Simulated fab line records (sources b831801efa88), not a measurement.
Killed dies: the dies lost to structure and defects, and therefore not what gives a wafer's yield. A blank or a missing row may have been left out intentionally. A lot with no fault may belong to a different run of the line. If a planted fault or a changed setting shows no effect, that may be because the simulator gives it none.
Which of the tools did it? || flow gf180mcu || 6 lots with 18 wafers sampled at 3 steps, on a route of 602 steps

## WHAT EACH GAUGE READ, for each wafer
GF_VT_IMPLANT_TW_MEAS_43.
{"lot": "L814", "measured": "day 8 01:21", "on": "film_metro-01", "VT_IMPLANT_4_TW": "696 694 698"}
{"lot": "L818", "measured": "day 9 12:22", "on": "film_metro-01", "VT_IMPLANT_4_TW": "688 692 693"}
{"lot": "L820", "measured": "day 9 21:44", "on": "film_metro-01", "VT_IMPLANT_4_TW": "691 689 688"}
{"lot": "L822", "measured": "day 10 07:15", "on": "film_metro-01", "VT_IMPLANT_4_TW": "692 699 688"}
{"lot": "L832", "measured": "day 13 03:29", "on": "film_metro-01", "VT_IMPLANT_4_TW": "681 680 683"}
{"lot": "L834", "measured": "day 13 17:24", "on": "film_metro-01", "VT_IMPLANT_4_TW": "694 691 695"}

## TOOL THAT RAN EACH LOT (tool first, then ch and the chambers of the sampled wafers, then the start)
{"lot": "L814", "GF_MVSD_STRIP_10": "plasma_asher-01 ch 0,1, day 4 20:36", "GF_VT_IMPLANT_IMPLANT_41": "implanter-04 ch 0, day 8 01:06"}
{"lot": "L818", "GF_MVSD_STRIP_10": "plasma_asher-03 ch 0,1, day 6 01:36", "GF_VT_IMPLANT_IMPLANT_41": "implanter-03 ch 0, day 9 12:07"}
{"lot": "L820", "GF_MVSD_STRIP_10": "plasma_asher-03 ch 0,1, day 6 12:05", "GF_VT_IMPLANT_IMPLANT_41": "implanter-04 ch 0, day 9 21:29"}
{"lot": "L822", "GF_MVSD_STRIP_10": "plasma_asher-04 ch 0,1, day 6 19:17", "GF_VT_IMPLANT_IMPLANT_41": "implanter-03 ch 0, day 10 07:02"}
{"lot": "L832", "GF_MVSD_STRIP_10": "plasma_asher-04 ch 0,1, day 9 06:26", "GF_VT_IMPLANT_IMPLANT_41": "implanter-04 ch 0, day 13 03:10"}
{"lot": "L834", "GF_MVSD_STRIP_10": "plasma_asher-01 ch 0,1, day 9 18:45", "GF_VT_IMPLANT_IMPLANT_41": "implanter-01 ch 0, day 13 17:10"}
- GF_MVSD_STRIP_10: strips in O2/N2.
- GF_VT_IMPLANT_IMPLANT_41

## THE ANSWER, worked out from the rows above alone
Rule: the usual values come from the lots themselves. Put in order of their means at a reading, lots are off if they are a third of the lots or fewer, leave a main group of 4 or more, and stand apart from it by a gap of 3 or more times the standard deviation of the main group's means; of several such gaps the widest counts. A main group whose means are all the same, to the digits that the tables above print for the reading, isn't used. A lot without any number at a reading at which 4 lots or more have one is off too. Any other lot the step has rows for is counted as sound.
Off: at GF_VT_IMPLANT_TW_MEAS_43 (VT_IMPLANT_4_TW), L832. The main group has a mean of 693 with a standard deviation of 2.3.
If a tool, at a process step before that reading, ran all the lots that are off and no sound lot after the first of them, it fits. Those tools and the gauges at GF_VT_IMPLANT_TW_MEAS_43 are tried in the same way. Can't be told from this: 2 tools fit, plasma_asher-04 at GF_MVSD_STRIP_10, implanter-04 at GF_VT_IMPLANT_IMPLANT_41.

## WHAT HAD BEEN PUT IN BY THE SIMULATOR
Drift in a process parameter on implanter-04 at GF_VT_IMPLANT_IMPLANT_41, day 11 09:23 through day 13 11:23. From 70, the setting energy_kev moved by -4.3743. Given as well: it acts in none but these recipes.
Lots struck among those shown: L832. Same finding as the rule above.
